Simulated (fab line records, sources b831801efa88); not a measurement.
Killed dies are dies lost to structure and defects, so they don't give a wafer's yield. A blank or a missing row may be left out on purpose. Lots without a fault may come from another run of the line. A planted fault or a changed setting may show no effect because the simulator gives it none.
One fault seen from 2 desks | flow sky130 | each desk has only its own numbers; what lay behind them comes last

THE TOOL OWNER'S DESK: cmp-02
The tool's own readings at SKY_VIA2_CMP_24 (polishes, stops on SiO2, t overpolish 20 s, target thk 0 nm): means of the sampled wafers that have a number, for each lot that ran on this tool. A lot is out of limits, marked OUT, if its mean lies more than 4 standard deviations from the usual mean; the brackets give that distance.
Columns: A = motor_current_A at SKY_VIA2_CMP_24, usual 11.5 A; B = overpolish_run_s at SKY_VIA2_CMP_24, usual 20.000 s; C = platen_rpm at SKY_VIA2_CMP_24, usual 59.99 rpm; D = slurry_flow_ml_min at SKY_VIA2_CMP_24, usual 150.0; E = time_to_endpoint_s at SKY_VIA2_CMP_24, usual 103 s
lot  | first seen here | A    | B      | C     | D     | E
L487 | day 36 04:00    | 11.6 | 20.002 | 59.99 | 150.5 | 99
L488 | day 36 14:16    | 11.7 | 20.007 | 59.98 | 149.4 | 100
L489 | day 36 16:59    | 12.4 | 20.007 | 60.01 | 150.2 | 103
L494 | day 38 14:44    | 12.5 | 19.995 | 59.99 | 150.0 | 108
L502 | day 41 05:25    | 11.2 | 19.998 | 59.99 | 149.8 | 103
L505 | day 41 19:23    | 12.6 | 20.002 | 59.98 | 150.4 | 98
L507 | day 42 05:28    | 11.5 | 20.002 | 60.00 | 150.2 | 100
L510 | day 43 03:57    | 12.0 | 19.996 | 60.00 | 150.1 | 106
This desk's finding: nothing out of limits on any of the 8 lots.

THE METROLOGY DESK
What the gauges read, lot by lot, whatever tool the lot ran on: means of the sampled wafers that have a number. A lot is out of limits, marked OUT, if its mean lies more than 4 standard deviations from the usual mean; the brackets give that distance.
Columns: A = VIA4_W_RS at SKY_VIA4_RS_MEAS_19, usual 0.226 ohm/sq
lot  | first seen here | A
L487 | day 42 13:23    | 0.225
L488 | day 43 03:54    | 0.228
L489 | day 43 04:46    | 0.222
L494 | day 44 19:52    | 0.221
L502 | day 47 01:37    | 0.230
L504 | day 47 10:14    | 0.228
L505 | day 47 12:58    | 0.230
L507 | day 47 19:30    | 0.223
L506 | day 47 19:43    | 0.226
L508 | day 48 06:50    | 0.229
L510 | day 48 14:34    | 0.226
This desk's finding: nothing out of limits on any of the 11 lots.

PUT TOGETHER
The tool owner's desk saw nothing out of limits.
The metrology desk saw nothing out of limits.

WHAT THE SIMULATOR HAD PUT IN
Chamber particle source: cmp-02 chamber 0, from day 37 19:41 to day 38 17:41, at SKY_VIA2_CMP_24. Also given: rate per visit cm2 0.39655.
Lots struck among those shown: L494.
